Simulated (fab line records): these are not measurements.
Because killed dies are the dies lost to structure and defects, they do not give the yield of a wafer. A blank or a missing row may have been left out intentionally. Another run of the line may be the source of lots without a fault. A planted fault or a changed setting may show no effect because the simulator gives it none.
Matching of chambers || flow sky130 || hdpcvd-01 running SKY_VIA1_HDPCVD_00: 3 sister chambers
The step deposits SiO2, target thk 1030 nm, time 171.7 s. 6 wafers are shown with their chamber, then 7 later ones without.

== WAFERS PAIRED WITH THEIR CHAMBERS ==
{"wafer": "L210.4", "chamber": 0, "sih4-flow-sccm (sccm)": 59.86}
{"wafer": "L213.5", "chamber": 2, "sih4-flow-sccm (sccm)": 59.86}
{"wafer": "L212.4", "chamber": 2, "sih4-flow-sccm (sccm)": 60.17}
{"wafer": "L212.5", "chamber": 0, "sih4-flow-sccm (sccm)": 60.20}
{"wafer": "L215.1", "chamber": 1, "sih4-flow-sccm (sccm)": 60.11}
{"wafer": "L215.5", "chamber": 1, "sih4-flow-sccm (sccm)": 59.99}

== WAFERS WHOSE CHAMBER IS MISSING ==
{"wafer": "L215.6", "sih4-flow-sccm (sccm)": 60.24}
{"wafer": "L226.2", "sih4-flow-sccm (sccm)": 60.20}
{"wafer": "L226.4", "sih4-flow-sccm (sccm)": 60.20}
{"wafer": "L226.6", "sih4-flow-sccm (sccm)": 60.36}
{"wafer": "L227.1", "sih4-flow-sccm (sccm)": 60.20}
{"wafer": "L227.4", "sih4-flow-sccm (sccm)": 60.09}
{"wafer": "L227.6", "sih4-flow-sccm (sccm)": 60.12}

== WHICH CHAMBER EACH ONE RAN IN ==
{"wafer": "L215.6", "from the rows above": "can't be placed: 1 or 0 or 2", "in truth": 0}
{"wafer": "L226.2", "from the rows above": "can't be placed: 1 or 0 or 2", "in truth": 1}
{"wafer": "L226.4", "from the rows above": "can't be placed: 1 or 0 or 2", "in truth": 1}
{"wafer": "L226.6", "from the rows above": "can't be placed: 1 or 0 or 2", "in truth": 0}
{"wafer": "L227.1", "from the rows above": "can't be placed: 1 or 0 or 2", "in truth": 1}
{"wafer": "L227.4", "from the rows above": "can't be placed: 1 or 0 or 2", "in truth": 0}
{"wafer": "L227.6", "from the rows above": "can't be placed: 1 or 0 or 2", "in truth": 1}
Correct placement for 0 of the 7. Can't be placed from these rows: 7 (the true chamber is among the candidates in 7). Placed wrongly: 0.
How it was worked out, from the rows above alone: a wafer's distance from a chamber is the root of the sum, over the readings, of the square of ((its reading less the chamber's mean) divided by the reading's scatter). The wafer belongs to the nearest chamber; if the next one is less than 2 further off, it can't be placed. The mean given for a chamber averages the wafers shown for that chamber. The scatter is the square root of a quotient: the sum, over the shown wafers, of each reading's squared deviation from its chamber's mean, divided by wafers minus chambers.
